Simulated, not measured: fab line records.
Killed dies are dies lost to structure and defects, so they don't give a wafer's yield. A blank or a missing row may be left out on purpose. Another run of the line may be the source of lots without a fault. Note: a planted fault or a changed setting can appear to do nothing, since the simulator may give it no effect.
Which of the tools did it?    flow sky130    13 lots, 39 wafers sampled, at 5 steps of a route of 708

## WHAT THE GAUGES SHOWED, per wafer
SKY_LI_CONTACT_BOW_MEAS_03. Usual: LI_CONTACT_BOW gives 55 um (standard deviation 6.3).
lot   measured      on             LI_CONTACT_BOW (um)  flag
L423  day 27 12:04  film-metro-01  62 51 53             
L425  day 28 18:51  film-metro-04  60 60 49             
L426  day 29 04:34  film-metro-01  74 75 71 - - -       
L427  day 29 09:38  film-metro-04  63 70 74 - - -       
L428  day 29 15:16  film-metro-01  61 56 51             
L437  day 32 19:55  film-metro-03  56 61 56             
L439  day 33 10:16  film-metro-03  47 50 51             
L440  day 33 19:22  film-metro-01  53 49 42             
L442  day 34 05:43  film-metro-01  65 73 62             
L443  day 34 16:07  film-metro-04  56 58 60             
L444  day 34 21:37  film-metro-01  45 58 51             
L445  day 35 03:49  film-metro-04  53 51 66             
L446  day 36 01:02  film-metro-04  55 44 48             

SKY_LI_CONTACT_CD_MEAS_12 targets a cd of 170 nm. Usual: cd-nm at 170.1 nm, with a standard deviation of 1.5.
lot   measured      on         cd-nm (nm)         flag
L423  day 28 16:34  cd-sem-01  170.9 170.5 169.8  
L425  day 29 23:37  cd-sem-02  170.8 168.7 168.2  
L428  day 30 19:13  cd-sem-02  171.3 173.0 172.4  
L437  day 33 22:56  cd-sem-01  170.9 171.1 170.5  
L439  day 34 12:35  cd-sem-01  169.6 171.0 171.6  
L440  day 34 22:08  cd-sem-01  170.7 169.2 170.2  
L442  day 35 08:56  cd-sem-01  168.9 169.6 170.0  
L443  day 35 19:01  cd-sem-02  172.0 172.1 173.0  
L444  day 36 00:44  cd-sem-01  171.4 172.0 170.7  
L445  day 36 06:20  cd-sem-01  169.9 171.1 169.3  
L446  day 37 03:25  cd-sem-01  171.3 170.8 171.0  

SKY_LOCAL_INTERCONNECT_CD_MEAS_11 targets a cd of 170 nm. Usual: cd-nm at 170.1 nm, with a standard deviation of 1.6.
lot   measured      on         cd-nm (nm)         flag
L423  day 29 22:40  cd-sem-02  169.4 169.1 169.2  
L425  day 31 04:32  cd-sem-02  172.4 170.9 171.7  
L428  day 31 23:46  cd-sem-01  169.7 169.9 169.9  
L437  day 35 02:52  cd-sem-01  171.7 172.0 171.5  
L439  day 35 17:16  cd-sem-01  166.8 169.0 168.9  
L440  day 36 02:49  cd-sem-02  174.2 172.8 173.4  
L442  day 36 13:11  cd-sem-01  168.0 169.2 167.8  
L443  day 36 22:25  cd-sem-01  168.7 169.6 168.4  
L444  day 37 05:13  cd-sem-01  170.5 169.6 169.6  
L445  day 37 10:02  cd-sem-02  167.3 167.7 167.8  
L446  day 38 06:16  cd-sem-02  170.2 170.4 171.0  

SKY_CONTACT_BOW_MEAS_05. Usual: CONTACT_BOW gives 81 um (standard deviation 6.5).
lot   measured      on             CONTACT_BOW (um)  flag
L423  day 30 00:07  film-metro-02  91 79 83          
L425  day 31 05:57  film-metro-02  85 86 75          
L428  day 32 01:09  film-metro-04  90 85 80          
L437  day 35 04:17  film-metro-04  83 88 83          
L439  day 35 18:39  film-metro-03  75 76 77          
L440  day 36 04:20  film-metro-03  82 79 71          
L442  day 36 14:41  film-metro-03  91 100 89         
L443  day 36 23:58  film-metro-03  84 87 90          
L444  day 37 06:44  film-metro-02  71 83 77          
L445  day 37 11:32  film-metro-04  78 78 92          
L446  day 38 07:40  film-metro-03  80 70 73          

## TOOL THAT RAN EACH LOT (tool first, then ch and the chambers of the sampled wafers, then the start)
lot   SKY_LI_CONTACT_CMP_02
L423  cmp-01 ch 1,2,3, day 27 11:46
L425  cmp-02 ch 0,1,3, day 28 18:33
L426  cmp-02 ch 0,1,3, day 29 04:16
L427  cmp-01 ch 0,3, day 29 09:22
L428  cmp-01 ch 0,2, day 29 14:55
L437  cmp-01 ch 0,1,3, day 32 19:37
L439  cmp-01 ch 1,3, day 33 09:58
L440  cmp-01 ch 1,2,3, day 33 19:07
L442  cmp-02 ch 0,1,3, day 34 05:24
L443  cmp-02 ch 0,2,3, day 34 15:49
L444  cmp-01 ch 0,3, day 34 21:22
L445  cmp-02 ch 0,2,3, day 35 03:36
L446  cmp-01 ch 1,2,3, day 36 00:43
- SKY_LI_CONTACT_CMP_02: polishes PSG.

## AS READ BY THE TOOLS THEMSELVES (means over the sampled wafers that have a number; for cases with no such wafer, the mark the record gives instead)
SKY_LI_CONTACT_CMP_02. Usual: edge-zone-pressure-frac 1.000, standard deviation 0.005; head-pressure-psi 4.000 psi, standard deviation 0.0087; motor-current-A 12.2 A, standard deviation 0.94; time-to-endpoint-s 32.6 s, standard deviation 2.4.
lot   tool    edge-zone-pressure-frac  head-pressure-psi (psi)  motor-current-A (A)  time-to-endpoint-s (s)  flag
L423  cmp-01  1.006                    3.998                    12.4                 32.7                    
L425  cmp-02  1.002                    3.998                    12.2                 30.1                    
L426  cmp-02  -                        -                        -                    -                       OFF
L427  cmp-01  -                        -                        -                    -                       OFF
L428  cmp-01  1.000                    3.989                    11.7                 36.1                    
L437  cmp-01  0.999                    4.004                    12.7                 33.7                    
L439  cmp-01  1.004                    3.996                    12.8                 32.5                    
L440  cmp-01  1.000                    4.001                    12.4                 29.6                    
L442  cmp-02  1.005                    3.989                    11.8                 31.3                    
L443  cmp-02  0.998                    3.995                    12.3                 28.9                    
L444  cmp-01  1.001                    3.999                    12.1                 30.9                    
L445  cmp-02  1.007                    4.007                    11.8                 30.1                    
L446  cmp-01  1.000                    4.001                    12.1                 32.1                    

## THE ANSWER, worked out from the rows above alone
Rule: take the mean of a lot's wafers that have a number; if it is more than 3 standard deviations from the usual mean, the lot is off. Also off: a lot with no number at a reading for which 4 or more lots have one. Any other lot the step has rows for is counted as sound. The gauges are gone through in route order, then the tools' own readings, and for those a lot's mean is taken as printed above. At the first step where some lot is off, the reading lying furthest off is the one used; lots without a number count as furthest.
Off: L426, L427, at SKY_LI_CONTACT_CMP_02 (edge-zone-pressure-frac). Without a number there: L426, L427.
If a tool, at that step or one of the process steps before it, ran each lot that is off and ran no sound lot following the first of them, it fits. Not one of the candidates tried fits.

## WHAT THE SIMULATOR HAD INSERTED
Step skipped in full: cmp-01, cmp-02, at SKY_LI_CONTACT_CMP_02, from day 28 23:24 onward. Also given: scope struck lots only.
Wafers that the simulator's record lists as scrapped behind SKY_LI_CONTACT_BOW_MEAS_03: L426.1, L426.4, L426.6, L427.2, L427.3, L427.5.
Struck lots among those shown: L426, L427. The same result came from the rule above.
